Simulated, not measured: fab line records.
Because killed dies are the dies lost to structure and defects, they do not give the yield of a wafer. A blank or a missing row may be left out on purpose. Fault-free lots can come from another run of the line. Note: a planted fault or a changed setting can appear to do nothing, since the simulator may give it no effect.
What tool caused it?	flow sky130	Sampling: 24 lots, 72 wafers, 6 of 708 route steps

WHAT EACH GAUGE READ, for each wafer
The record holds no reading of a measuring or inspecting step that can be judged against a usual standard deviation.

TOOL THAT RAN EACH LOT (tool first, then ch and the chambers of the sampled wafers, then the start)
lot	SKY_METAL2_STRIP_20	SKY_VIA3_CMP_02	SKY_VIA3_SPUTTER_20	SKY_METAL4_SPUTTER_03	SKY_VIA4_ETCH_12	SKY_VIA4_CVD_18
L074	plasmaAsher-04 ch 0,1, day 35 06:17	cmp-02 ch 1,2, day 38 18:31	pvdSputter-03, day 39 20:52	pvdSputter-04, day 39 21:37	rieDiel-03 ch 0,1,3, day 42 23:13	cvdW-01 ch 0,1, day 42 23:56
L075	plasmaAsher-04 ch 0,1, day 35 10:14	cmp-01 ch 1,2,3, day 38 20:52	pvdSputter-01, day 39 22:53	pvdSputter-02, day 39 23:38	rieDiel-01 ch 0,1,3, day 43 00:17	cvdW-02 ch 0,1, day 43 01:00
L076	plasmaAsher-02 ch 0,1, day 35 19:56	cmp-02 ch 0,1, day 39 06:26	pvdSputter-02, day 40 08:08	pvdSputter-02, day 40 08:53	rieDiel-01 ch 1,3, day 43 09:31	cvdW-01 ch 1, day 43 10:14
L077	plasmaAsher-01 ch 0,1, day 36 06:29	cmp-01 ch 0,1, day 39 16:33	pvdSputter-01, day 40 18:27	pvdSputter-04, day 40 19:12	rieDiel-03 ch 0,2,3, day 43 20:28	cvdW-01 ch 1, day 43 21:14
L078	plasmaAsher-01 ch 0,1, day 36 14:47	cmp-01 ch 1,2,3, day 40 00:53	pvdSputter-02, day 41 02:24	pvdSputter-04, day 41 03:53	rieDiel-01 ch 0,2,3, day 44 04:46	cvdW-02 ch 0,1, day 44 06:07
L079	plasmaAsher-04 ch 1, day 36 18:56	cmp-01 ch 2,3, day 40 04:26	pvdSputter-01, day 41 05:59	pvdSputter-03, day 41 07:11	rieDiel-03 ch 1,3, day 44 08:17	cvdW-01 ch 1, day 44 09:18
L080	plasmaAsher-01 ch 1, day 37 11:53	cmp-01 ch 0,1, day 40 20:08	pvdSputter-01, day 41 21:53	pvdSputter-04, day 41 22:38	rieDiel-01 ch 2,3, day 44 21:16	cvdW-01 ch 0, day 44 22:01
L081	plasmaAsher-02 ch 0,1, day 37 17:02	cmp-01 ch 0,1,2, day 41 00:35	pvdSputter-01, day 42 07:16	pvdSputter-04, day 42 08:01	rieDiel-03 ch 0,1,2, day 45 06:29	cvdW-01 ch 0,1, day 45 07:15
L082	plasmaAsher-02 ch 0,1, day 37 21:05	cmp-01 ch 0,1,2, day 41 06:39	pvdSputter-02, day 42 07:17	pvdSputter-02, day 42 08:02	rieDiel-04 ch 0,1, day 45 06:31	cvdW-02 ch 0,1, day 45 07:16
L083	plasmaAsher-02 ch 0,1, day 38 00:20	cmp-01 ch 0,1,2, day 41 07:24	pvdSputter-02, day 42 09:22	pvdSputter-04, day 42 10:07	rieDiel-03 ch 1,2, day 45 08:16	cvdW-02 ch 0,1, day 45 09:02
L084	plasmaAsher-01 ch 0,1, day 38 17:38	cmp-01 ch 1,2,3, day 42 01:05	pvdSputter-03, day 43 00:35	pvdSputter-03, day 43 01:20	rieDiel-01 ch 3, day 45 22:43	cvdW-01 ch 0,1, day 45 23:31
L085	plasmaAsher-01 ch 0,1, day 39 07:28	cmp-01 ch 1,2, day 42 12:35	pvdSputter-02, day 43 12:41	pvdSputter-02, day 43 13:34	rieDiel-03 ch 0,2, day 46 09:23	cvdW-02 ch 0,1, day 46 10:09
L086	plasmaAsher-02 ch 0,1, day 39 11:55	cmp-02 ch 1,2, day 42 16:05	pvdSputter-01, day 43 16:35	pvdSputter-02, day 43 17:20	rieDiel-01 ch 0,3, day 46 11:34	cvdW-01 ch 0,1, day 46 12:22
L087	plasmaAsher-01 ch 0,1, day 39 13:35	cmp-02 ch 0,2, day 42 17:37	pvdSputter-02, day 43 17:53	pvdSputter-04, day 43 18:38	rieDiel-04 ch 2,3, day 46 12:46	cvdW-01 ch 0,1, day 46 13:29
L089	plasmaAsher-01 ch 0,1, day 40 16:44	cmp-02 ch 0,1,3, day 43 18:28	pvdSputter-01, day 44 18:25	pvdSputter-04, day 44 19:10	rieDiel-04 ch 0,3, day 47 11:01	cvdW-02 ch 0,1, day 47 11:44
L091	plasmaAsher-02 ch 0,1, day 40 17:26	cmp-02 ch 0,1,3, day 43 21:11	pvdSputter-01, day 44 20:35	pvdSputter-04, day 44 21:20	rieDiel-04 ch 1,2,3, day 47 14:16	cvdW-02 ch 0,1, day 47 14:59
L090	plasmaAsher-02 ch 0,1, day 40 18:37	cmp-01 ch 1,2, day 43 23:08	pvdSputter-01, day 44 23:12	pvdSputter-02, day 44 23:57	rieDiel-04 ch 1,2,3, day 47 15:11	cvdW-01 ch 0,1, day 47 15:58
L088	plasmaAsher-02 ch 0,1, day 40 20:31	cmp-02 ch 0,1,2, day 43 23:47	pvdSputter-03, day 44 23:10	pvdSputter-04, day 44 23:55	rieDiel-03 ch 0,3, day 47 14:53	cvdW-02 ch 0,1, day 47 15:36
L092	plasmaAsher-02 ch 0,1, day 41 01:59	cmp-02 ch 0,1,2, day 44 05:41	pvdSputter-01, day 45 05:17	pvdSputter-04, day 45 06:02	rieDiel-01 ch 1,2,3, day 47 22:11	cvdW-02 ch 0,1, day 47 22:56
L093	plasmaAsher-01 ch 1, day 41 02:59	cmp-01 ch 0,2,3, day 44 05:50	pvdSputter-03, day 45 05:32	pvdSputter-04, day 45 06:29	rieDiel-03 ch 0,1,2, day 47 22:29	cvdW-02 ch 0,1, day 47 23:12
L094	plasmaAsher-04 ch 0,1, day 41 08:34	cmp-01 ch 0,3, day 44 11:19	pvdSputter-01, day 45 10:17	pvdSputter-02, day 45 11:02	rieDiel-04 ch 2,3, day 48 02:40	cvdW-01 ch 0,1, day 48 03:26
L095	plasmaAsher-01 ch 0,1, day 41 12:43	cmp-02 ch 0,1, day 44 14:19	pvdSputter-02, day 45 13:08	pvdSputter-03, day 45 13:53	rieDiel-01 ch 2,3, day 48 05:34	cvdW-01 ch 0,1, day 48 06:20
L096	plasmaAsher-02 ch 0,1, day 42 04:02	cmp-02 ch 0,1,2, day 45 05:02	pvdSputter-01, day 46 03:05	pvdSputter-03, day 46 03:50	rieDiel-03 ch 0,2,3, day 48 16:01	cvdW-02 ch 0,1, day 48 16:44
L097	plasmaAsher-02 ch 0,1, day 42 05:47	cmp-01 ch 0,1, day 45 06:58	pvdSputter-01, day 46 05:14	pvdSputter-03, day 46 06:46	rieDiel-03 ch 1,2, day 48 20:43	cvdW-02 ch 0,1, day 48 21:26
- SKY_METAL2_STRIP_20: strips in O2/N2.
- SKY_VIA3_CMP_02: polishes SiO2.
- SKY_VIA3_SPUTTER_20: material TiN, target thk 20 nm, time 80 s.
- SKY_METAL4_SPUTTER_03: material Ti, target thk 5 nm, time 3.3 s.
- SKY_VIA4_ETCH_12: etches SiO2 in C4F8/O2/Ar, stops on TiN, target depth 580 nm.
- SKY_VIA4_CVD_18: deposits W, target thk 505 nm, time 152.14 s.

AS READ BY THE TOOLS THEMSELVES (means over the sampled wafers that have a number; for cases with no such wafer, the mark the record gives instead)
SKY_METAL2_STRIP_20. Usual: drypumpMotorCurrentA 5.5 A, standard deviation 0.43; oesProductAu 0.343 a.u., standard deviation 0.0048; stripTimeToEndpointS 2.71 s, standard deviation 0.059.
lot	tool	drypumpMotorCurrentA (A)	oesProductAu (a.u.)	stripTimeToEndpointS (s)	flag
L074	plasmaAsher-04	6.0	0.347	2.77	
L075	plasmaAsher-04	6.0	0.339	2.67	
L076	plasmaAsher-02	5.2	0.345	2.66	
L077	plasmaAsher-01	5.9	0.345	2.72	
L078	plasmaAsher-01	5.9	0.350	2.76	
L079	plasmaAsher-04	5.5	0.346	2.80	
L080	plasmaAsher-01	6.2	0.344	2.74	
L081	plasmaAsher-02	5.1	0.343	2.75	
L082	plasmaAsher-02	5.1	0.342	2.75	
L083	plasmaAsher-02	5.2	0.343	2.68	
L084	plasmaAsher-01	5.9	0.342	2.80	
L085	plasmaAsher-01	5.9	0.343	2.71	
L086	plasmaAsher-02	5.2	0.341	2.62	
L087	plasmaAsher-01	5.7	0.345	2.68	
L089	plasmaAsher-01	5.9	0.340	2.69	
L091	plasmaAsher-02	5.2	0.341	2.65	
L090	plasmaAsher-02	5.2	0.345	2.74	
L088	plasmaAsher-02	5.2	0.345	2.74	
L092	plasmaAsher-02	5.2	0.346	2.79	
L093	plasmaAsher-01	6.2	0.338	2.68	
L094	plasmaAsher-04	5.7	0.344	2.75	
L095	plasmaAsher-01	5.9	0.343	2.72	
L096	plasmaAsher-02	5.2	0.343	2.77	
L097	plasmaAsher-02	5.2	0.340	2.63	

SKY_VIA3_CMP_02. Usual: motorCurrentA 11.0 A, standard deviation 1.1; slurryFilterDpKPa 13.49 kPa, standard deviation 0.13.
lot	tool	motorCurrentA (A)	slurryFilterDpKPa (kPa)	flag
L074	cmp-02	12.1	13.51	
L075	cmp-01	11.0	13.44	
L076	cmp-02	11.3	13.41	
L077	cmp-01	11.5	13.66	
L078	cmp-01	11.0	13.54	
L079	cmp-01	9.7	13.50	
L080	cmp-01	11.6	13.46	
L081	cmp-01	11.2	13.50	
L082	cmp-01	10.8	13.55	
L083	cmp-01	11.3	13.54	
L084	cmp-01	11.0	13.44	
L085	cmp-01	11.6	13.41	
L086	cmp-02	12.3	13.39	
L087	cmp-02	11.3	13.25	
L089	cmp-02	11.4	13.44	
L091	cmp-02	11.4	13.55	
L090	cmp-01	12.4	13.50	
L088	cmp-02	12.0	13.54	
L092	cmp-02	11.6	13.44	
L093	cmp-01	10.3	13.60	
L094	cmp-01	9.7	13.40	
L095	cmp-02	11.4	13.61	
L096	cmp-02	11.6	13.50	
L097	cmp-01	11.0	13.47	

SKY_VIA3_SPUTTER_20. Usual: throttleValvePct reads 30.6 % (standard deviation 1.1).
lot	tool	throttleValvePct (%)	flag
L074	pvdSputter-03	31.4	
L075	pvdSputter-01	31.2	
L076	pvdSputter-02	30.1	
L077	pvdSputter-01	31.2	
L078	pvdSputter-02	30.2	
L079	pvdSputter-01	30.2	
L080	pvdSputter-01	31.6	
L081	pvdSputter-01	30.5	
L082	pvdSputter-02	29.7	
L083	pvdSputter-02	29.6	
L084	pvdSputter-03	31.6	
L085	pvdSputter-02	30.2	
L086	pvdSputter-01	31.1	
L087	pvdSputter-02	30.0	
L089	pvdSputter-01	30.4	
L091	pvdSputter-01	31.8	
L090	pvdSputter-01	31.6	
L088	pvdSputter-03	31.2	
L092	pvdSputter-01	30.3	
L093	pvdSputter-03	30.5	
L094	pvdSputter-01	31.7	
L095	pvdSputter-02	30.1	
L096	pvdSputter-01	30.9	
L097	pvdSputter-01	30.9	

SKY_METAL4_SPUTTER_03. Usual: throttleValvePct reads 30.8 % (standard deviation 1.1).
lot	tool	throttleValvePct (%)	flag
L074	pvdSputter-04	31.2	
L075	pvdSputter-02	29.9	
L076	pvdSputter-02	30.0	
L077	pvdSputter-04	30.3	
L078	pvdSputter-04	31.0	
L079	pvdSputter-03	31.9	
L080	pvdSputter-04	30.3	
L081	pvdSputter-04	30.9	
L082	pvdSputter-02	30.4	
L083	pvdSputter-04	30.9	
L084	pvdSputter-03	31.7	
L085	pvdSputter-02	29.9	
L086	pvdSputter-02	30.6	
L087	pvdSputter-04	31.7	
L089	pvdSputter-04	31.8	
L091	pvdSputter-04	31.6	
L090	pvdSputter-02	29.4	
L088	pvdSputter-04	30.9	
L092	pvdSputter-04	31.7	
L093	pvdSputter-04	31.7	
L094	pvdSputter-02	29.5	
L095	pvdSputter-03	31.2	
L096	pvdSputter-03	30.8	
L097	pvdSputter-03	31.0	

SKY_VIA4_ETCH_12. Usual: biasW 1200 W, standard deviation 3.9; oesProductAu 0.926 a.u., standard deviation 0.0048.
lot	tool	biasW (W)	oesProductAu (a.u.)	flag
L074	rieDiel-03	1201	0.924	
L075	rieDiel-01	1201	0.929	
L076	rieDiel-01	1200	0.927	
L077	rieDiel-03	1198	0.927	
L078	rieDiel-01	1199	0.923	
L079	rieDiel-03	1195	0.926	
L080	rieDiel-01	1195	0.926	
L081	rieDiel-03	1200	0.926	
L082	rieDiel-04	1201	0.922	
L083	rieDiel-03	1198	0.923	
L084	rieDiel-01	1201	0.927	
L085	rieDiel-03	1200	0.929	
L086	rieDiel-01	1202	0.929	
L087	rieDiel-04	1204	0.926	
L089	rieDiel-04	1198	0.919	
L091	rieDiel-04	1198	0.926	
L090	rieDiel-04	1201	0.925	
L088	rieDiel-03	1197	0.922	
L092	rieDiel-01	1196	0.925	
L093	rieDiel-03	1203	0.922	
L094	rieDiel-04	1199	0.924	
L095	rieDiel-01	1200	0.922	
L096	rieDiel-03	1203	0.929	
L097	rieDiel-03	1198	0.927	

SKY_VIA4_CVD_18. Usual: heaterPowerW 828 W, standard deviation 150; susceptorTempC 400.00 C, standard deviation 0.21.
lot	tool	heaterPowerW (W)	susceptorTempC (C)	flag
L074	cvdW-01	771	399.93	
L075	cvdW-02	816	399.76	
L076	cvdW-01	727	399.97	
L077	cvdW-01	725	400.12	
L078	cvdW-02	797	400.06	
L079	cvdW-01	731	399.84	
L080	cvdW-01	843	400.02	
L081	cvdW-01	804	399.93	
L082	cvdW-02	808	400.00	
L083	cvdW-02	934	399.89	
L084	cvdW-01	802	400.20	
L085	cvdW-02	818	400.02	
L086	cvdW-01	814	399.99	
L087	cvdW-01	815	400.13	
L089	cvdW-02	807	400.09	
L091	cvdW-02	809	399.98	
L090	cvdW-01	808	400.00	
L088	cvdW-02	804	400.06	
L092	cvdW-02	816	399.88	
L093	cvdW-02	934	399.79	
L094	cvdW-01	763	400.00	
L095	cvdW-01	775	400.06	
L096	cvdW-02	811	399.80	
L097	cvdW-02	945	400.19	

THE ANSWER, worked out from the rows above alone
Rule: lot off if the mean of its wafers having a number is beyond 3 standard deviations from the usual mean. A lot without any number at a reading at which 4 lots or more have one is off too. All remaining lots with rows at the step are treated as sound. First the gauges in route order, then the tools' own readings, where a lot's mean is used as printed above. The first step at which some lot is off is used, and at that step the reading that is off furthest; a lot without a number counts as furthest.
No lot is off on any of the readings shown, so nothing can be concluded from this.

WHAT THE SIMULATOR HAD INSERTED
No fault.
